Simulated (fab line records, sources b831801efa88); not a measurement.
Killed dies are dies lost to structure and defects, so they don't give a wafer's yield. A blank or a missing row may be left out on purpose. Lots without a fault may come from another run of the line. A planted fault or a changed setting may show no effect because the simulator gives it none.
fab line records | flow sky130
record lots=14 wafers=42 last_day=50
route steps=708 shown METAL3@535 CAPM@541
lots that met no fault: from a run of the same line without faults
start_h: hours from the record's first day to the start of the lot's first wafer shown | wait_h: hours since the lot's step before | " the same as in the row above | L1.1+2: a row that stands for several wafers | - no value, or no start given | * or withheld: withheld | < > ~ a bound
route shown NAME@n: a module of which the file shows steps, and the number in the route of the first | usual: mean/standard deviation of fault-free wafers | same: alike in all rows | chamber/n: place in a boat | sites: the reading at each site | _std_site: their standard deviation | _edge_site: outer sites' mean less inner sites' | radius_mm: how far each site lies from the wafer's centre | mask NAME#n: copy n | behind: the tool/chamber that last shaped the wafer | hold: why the lot was held/for how many hours/how that ended | device: the transistor (n, p or np) that didn't switch | end of line: the same wafers' tests at the end of the route | a step without rows: its recipe alone | killed: dies lost to structure and defects at the first sort, not the wafer's yield | map: a wafer's dies, x killed, . not, _ none there
set.NAME: the setting as run; set.NAME@STEP: as run at that earlier step | model.NAME: the simulator's own value behind a step, which no gauge read
steps of the route over a sample of lots; a table a step, a row a wafer
services: from which hour (start_h, from the record's first day; less than 0 if before it) a tool's chamber was out of use, for how many hours, and why
## steps
# step SKY_METAL3_SPUTTER_03
# recipe material=Ti target_thk_nm=5 power_w=3000 time_s=3.3 chamber_pressure_pa=0.4
# usual throttle_valve_pct=29.9/0.86
# columns lot.wafer tool chamber start_h wait_h throttle_valve_pct
L681.4 pvd_sputter-03 - 859.38 0.0 30.0
L681.5 " - " " 29.0
L681.6 " - " " 29.6
L682.3 pvd_sputter-01 - 862.69 0.0 28.8
L682.4 " - " " 31.1
L682.6 " - " " 29.7
L683.1 pvd_sputter-03 - 865.48 0.0 30.1
L683.3 " - " " 31.1
L683.6 " - " " 29.1
L684.1 pvd_sputter-01 - 888.69 0.0 29.5
L684.2 " - " " 28.8
L684.5 " - " " 29.6
L685.2 pvd_sputter-01 - 894.81 0.0 29.6
L685.3 " - " " 29.4
L685.6 " - " " 29.4
L686.1 pvd_sputter-03 - 898.16 0.0 31.3
L686.3 " - " " 30.2
L686.4 " - " " 29.6
L687.1 pvd_sputter-03 - 908.89 0.0 29.5
L687.2 " - " " 31.4
L687.3 " - " " 30.0
L688.3 pvd_sputter-03 - 918.26 0.0 30.4
L688.4 " - " " 31.4
L688.5 " - " " 29.8
L696.2 pvd_sputter-03 - 968.98 0.0 30.3
L696.4 " - " " 29.1
L696.5 " - " " 29.0
L697.4 pvd_sputter-01 - 974.89 0.0 31.3
L697.5 " - " " 31.2
L697.6 " - " " 28.9
L699.1 pvd_sputter-01 - 988.78 0.0 30.2
L699.5 " - " " 31.1
L699.6 " - " " 29.9
L700.1 pvd_sputter-01 - 993.64 0.0 30.9
L700.2 " - " " 29.7
L700.3 " - " " 29.5
L701.3 pvd_sputter-03 - 1001.29 0.0 29.6
L701.4 " - " " 31.4
L701.5 " - " " 29.7
L703.1 pvd_sputter-03 - 1010.99 0.0 30.3
L703.3 " - " " 29.6
L703.6 " - " " 30.2
# step SKY_CAPM_THK_MEAS_04
# recipe thk_meas_gauge=xrf reads=TiN_of_CAPM_SPUTTER_02
# usual CAPM_TIN_THK=200.8/3
# columns lot.wafer tool chamber start_h wait_h CAPM_TIN_THK[nm]
L681.4 film_metro-01 - 859.78 0.1 199.5
L681.5 " - " " 203.2
L681.6 " - " " 199.2
L682.3 film_metro-02 - 863.09 0.1 207.0
L682.4 " - " " 201.9
L682.6 " - " " 205.6
L683.1 film_metro-03 - 865.85 0.1 202.5
L683.3 " - " " 200.4
L683.6 " - " " 201.5
L684.1 film_metro-02 - 889.07 0.1 202.0
L684.2 " - " " 207.6
L684.5 " - " " 202.1
L685.2 film_metro-01 - 895.20 0.1 199.8
L685.3 " - " " 197.0
L685.6 " - " " 198.6
L686.1 film_metro-02 - 898.54 0.1 208.1
L686.3 " - " " 201.2
L686.4 " - " " 202.2
L687.1 film_metro-01 - 909.27 0.1 197.7
L687.2 " - " " 201.2
L687.3 " - " " 197.8
L688.3 film_metro-01 - 918.66 0.1 201.8
L688.4 " - " " 196.4
L688.5 " - " " 192.2
L696.2 film_metro-03 - 969.36 0.1 199.9
L696.4 " - " " 205.2
L696.5 " - " " 201.4
L697.4 film_metro-03 - 975.30 0.1 202.6
L697.5 " - " " 198.1
L697.6 " - " " 202.2
L699.1 film_metro-03 - 989.16 0.1 199.6
L699.5 " - " " 200.1
L699.6 " - " " 201.5
L700.1 film_metro-02 - 994.02 0.1 203.5
L700.2 " - " " 205.6
L700.3 " - " " 201.4
L701.3 film_metro-02 - 1001.70 0.1 204.0
L701.4 " - " " 201.8
L701.5 " - " " 201.9
L703.1 film_metro-02 - 1011.37 0.1 204.8
L703.3 " - " " 202.7
L703.6 " - " " 200.4
# step SKY_CAPM_OVL_MEAS_12
# usual CAPM_OVL=0.4/1.2
# columns lot.wafer tool chamber start_h wait_h CAPM_OVL[nm]
L681.4 overlay-01 - 885.08 0.1 0.5
L681.5 " - " " -0.3
L681.6 " - " " 0.6
L682.3 overlay-02 - 888.93 0.1 -0.5
L682.4 " - " " 1.3
L682.6 " - " " -1.1
L683.1 overlay-02 - 891.97 0.1 -2.3
L683.3 " - " " -0.9
L683.6 " - " " -0.4
L684.1 overlay-02 - 914.67 0.1 0.6
L684.2 " - " " -0.6
L684.5 " - " " 2.3
L685.2 overlay-02 - 920.32 0.1 0.6
L685.3 " - " " 2.9
L685.6 " - " " 1.9
L686.1 overlay-01 - 923.81 0.1 1.4
L686.3 " - " " 1.1
L686.4 " - " " 2.1
L687.1 overlay-01 - 934.26 0.1 1.0
L687.2 " - " " -0.4
L687.3 " - " " 0.5
L688.3 overlay-01 - 943.23 0.1 -0.8
L688.4 " - " " -0.7
L688.5 " - " " -0.1
L696.2 overlay-01 - 993.48 0.1 0.2
L696.4 " - " " -1.1
L696.5 " - " " 0.9
L697.4 overlay-02 - 998.83 0.1 -0.1
L697.5 " - " " -1.2
L697.6 " - " " 0.0
L699.1 overlay-01 - 1012.36 0.1 2.1
L699.5 " - " " 2.8
L699.6 " - " " 2.0
L700.1 overlay-01 - 1016.91 0.1 0.5
L700.2 " - " " -1.5
L700.3 " - " " -0.2
L701.3 overlay-01 - 1024.93 0.1 -0.7
L701.4 " - " " -0.8
L701.5 " - " " -0.7
L703.1 overlay-01 - 1034.06 0.1 0.3
L703.3 " - " " 1.3
L703.6 " - " " -0.4
# step SKY_METAL3_EXPOSE_10
# recipe mask_id=MM3 na=0.68 source_shape=annular sigma_inner=0.4 sigma_outer=0.8 target_cd_nm=300 dose_mj=28
# columns lot.wafer tool chamber start_h wait_h mask
L681.4+5+6 krf_scanner-01 0 898.57 - MM3#0
L682.3+4+6 krf_scanner-01 0 902.26 - MM3#0
L683.1+3+6 krf_scanner-01 0 904.97 - MM3#0
L684.1+2+5 krf_scanner-01 0 927.38 - MM3#0
L685.2+3+6 krf_scanner-02 0 932.93 - MM3#0
L686.1+3+4 krf_scanner-01 0 936.96 - MM3#0
L687.1+2+3 krf_scanner-01 0 947.93 - MM3#0
L688.3+4+5 krf_scanner-01 0 956.12 - MM3#0
L696.2+4+5 krf_scanner-02 0 1006.40 - MM3#0
L697.4+5+6 krf_scanner-02 0 1010.53 - MM3#0
L699.1+5+6 krf_scanner-02 0 1025.13 - MM3#0
L700.1+2+3 krf_scanner-01 0 1029.66 - MM3#0
L701.3+4+5 krf_scanner-01 0 1037.00 - MM3#0
L703.1+3+6 krf_scanner-02 0 1046.02 - MM3#0
# step SKY_METAL3_CD_MEAS_13
# recipe target_cd_nm=300
# usual cd_nm=300.2/1.6
# columns lot.wafer tool chamber start_h wait_h cd_nm
L681.4 cd_sem-01 - 910.88 - 297.6
L681.5 " - " " 298.9
L681.6 " - " " 297.7
L682.3 cd_sem-01 - 914.72 - 302.5
L682.4 " - " " 303.0
L682.6 " - " " 301.6
L683.1 cd_sem-01 - 917.38 - 299.9
L683.3 " - " " 300.8
L683.6 " - " " 300.6
L684.1 cd_sem-01 - 939.33 - 301.6
L684.2 " - " " 299.4
L684.5 " - " " 301.0
L685.2 cd_sem-01 - 945.65 - 297.4
L685.3 " - " " 299.6
L685.6 " - " " 297.4
L686.1 cd_sem-01 - 950.17 - 301.6
L686.3 " - " " 302.7
L686.4 " - " " 301.9
L687.1 cd_sem-02 - 959.81 - 247.1
L687.2 " - " " 298.8
L687.3 " - " " 298.9
L688.3 cd_sem-01 - 967.77 - 302.1
L688.4 " - " " 248.2
L688.5 " - " " 301.5
L696.2 cd_sem-02 - 1017.28 - 300.4
L696.4 " - " " 299.4
L696.5 " - " " 299.7
L697.4 cd_sem-02 - 1021.53 - 299.1
L697.5 " - " " 298.0
L697.6 " - " " 298.9
L699.1 cd_sem-01 - 1036.16 - 302.2
L699.5 " - " " 301.0
L699.6 " - " " 301.8
L700.1 cd_sem-02 - 1041.12 - 302.7
L700.2 " - " " 303.3
L700.3 " - " " 302.6
L701.3 cd_sem-02 - 1048.16 - 299.3
L701.4 " - " " 300.1
L701.5 " - " " 302.2
L703.1 cd_sem-02 - 1056.47 - 303.7
L703.3 " - " " 301.6
L703.6 " - " " 303.2
## services
# columns tool chamber start_h hours kind
krf_scanner-02 0 850.95 - calibration
krf_scanner-01 - 863.07 1.0 pm
krf_scanner-02 - 887.71 1.0 pm
krf_scanner-01 - 890.05 0.3 repair
krf_scanner-01 0 890.77 - calibration
krf_scanner-02 - 897.20 0.8 pm
krf_scanner-02 - 922.63 0.8 pm
krf_scanner-01 - 931.50 1.3 pm
krf_scanner-02 - 935.05 18.2 repair
krf_scanner-01 - 954.20 0.3 repair
krf_scanner-01 - 965.79 0.1 repair
krf_scanner-01 - 968.71 0.8 pm
krf_scanner-02 - 973.05 1.3 pm
krf_scanner-01 - 1013.31 15.5 repair
krf_scanner-02 0 1013.73 - calibration
krf_scanner-02 - 1028.85 4.4 pm
krf_scanner-01 - 1033.26 1.0 pm
## key
first_sign step=SKY_METAL3_CD_MEAS_13 reading=cd_nm direction=down sigmas=33 usual=300.2 struck=247.6
effect none on later readings
met_at SKY_METAL3_EXPOSE_10
struck_lots L687,L688
struck_wafers L687.1,L688.4
sort_left_out L687.1,L688.4
not_acting_at SKY_METAL3_SPUTTER_03,SKY_CAPM_THK_MEAS_04,SKY_CAPM_OVL_MEAS_12
onset_between 936.96 947.93
fault kind=process_parameter_drift tool=krf_scanner-01 chamber=- onset_h=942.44 steps=SKY_METAL3_EXPOSE_10 channel=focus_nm offset=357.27 shape=step end_h=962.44 scope=struck_wafers_only
# sort_left_out: the simulated sort isn't trusted on such a fault, so these wafers' sort isn't shown, and their yield isn't known
